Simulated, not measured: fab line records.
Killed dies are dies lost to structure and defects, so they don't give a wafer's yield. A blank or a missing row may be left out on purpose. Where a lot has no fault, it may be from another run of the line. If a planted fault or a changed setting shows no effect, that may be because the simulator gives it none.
Which tool did it? + flow sky130 + 6 lots with 18 wafers sampled at 2 steps, on a route of 708 steps

WHAT EACH GAUGE READ, for each wafer
SKY_SONOS_TUNNEL_CD_MEAS_07: the cd target is 410 nm.
| lot  | measured     | on        | cd_nm (nm)        |
|------|--------------|-----------|-------------------|
| L880 | day 12 13:45 | cd_sem-01 | 412.1 413.0 412.1 |
| L882 | day 13 18:12 | cd_sem-01 | 408.2 407.8 410.1 |
| L887 | day 15 08:31 | cd_sem-01 | 413.7 412.0 412.8 |
| L891 | day 16 18:36 | cd_sem-02 | 413.6 414.8 413.4 |
| L895 | day 17 17:55 | cd_sem-01 | 430.0 428.8 427.8 |
| L898 | day 18 14:36 | cd_sem-02 | 413.4 414.2 411.5 |

WHAT TOOL EACH LOT RAN ON (gives the tool, then ch and the chambers of the sampled wafers, and finally the start)
| lot  | SKY_SONOS_TUNNEL_DEVELOP_06       |
|------|-----------------------------------|
| L880 | litho_track-01 ch 0, day 12 13:33 |
| L882 | litho_track-01 ch 0, day 13 18:03 |
| L887 | litho_track-03 ch 0, day 15 08:22 |
| L891 | litho_track-01 ch 0, day 16 18:27 |
| L895 | litho_track-01 ch 0, day 17 17:46 |
| L898 | litho_track-04 ch 0, day 18 14:27 |
- SKY_SONOS_TUNNEL_DEVELOP_06: develop time 60 s.

THE ANSWER, worked out from the rows above alone
Rule: the lots themselves supply what counts as usual. Put in order of their means at a reading, lots are off if they are a third of the lots or fewer, leave a main group of 4 or more, and stand apart from it by a gap of 3 or more times the standard deviation of the main group's means; of several such gaps the widest counts. The tables above print the reading to a certain number of digits; a main group whose means all agree to those digits is not used. Also off: a lot with no number at a reading for which 4 or more lots have one. Any other lot the step has rows for is counted as sound.
Off: L895, at SKY_SONOS_TUNNEL_CD_MEAS_07 (cd_nm). For the main group the mean is 412.2 nm and the standard deviation 1.8.
A tool fits if, at a process step before that reading, it ran every lot that is off, and no sound lot after the first of them. The gauges at SKY_SONOS_TUNNEL_CD_MEAS_07 are tried like those tools. Undecided on this evidence; 2 tools fit (litho_track-01 at SKY_SONOS_TUNNEL_DEVELOP_06, cd_sem-01 at SKY_SONOS_TUNNEL_CD_MEAS_07).

WHAT THE SIMULATOR HAD PUT IN
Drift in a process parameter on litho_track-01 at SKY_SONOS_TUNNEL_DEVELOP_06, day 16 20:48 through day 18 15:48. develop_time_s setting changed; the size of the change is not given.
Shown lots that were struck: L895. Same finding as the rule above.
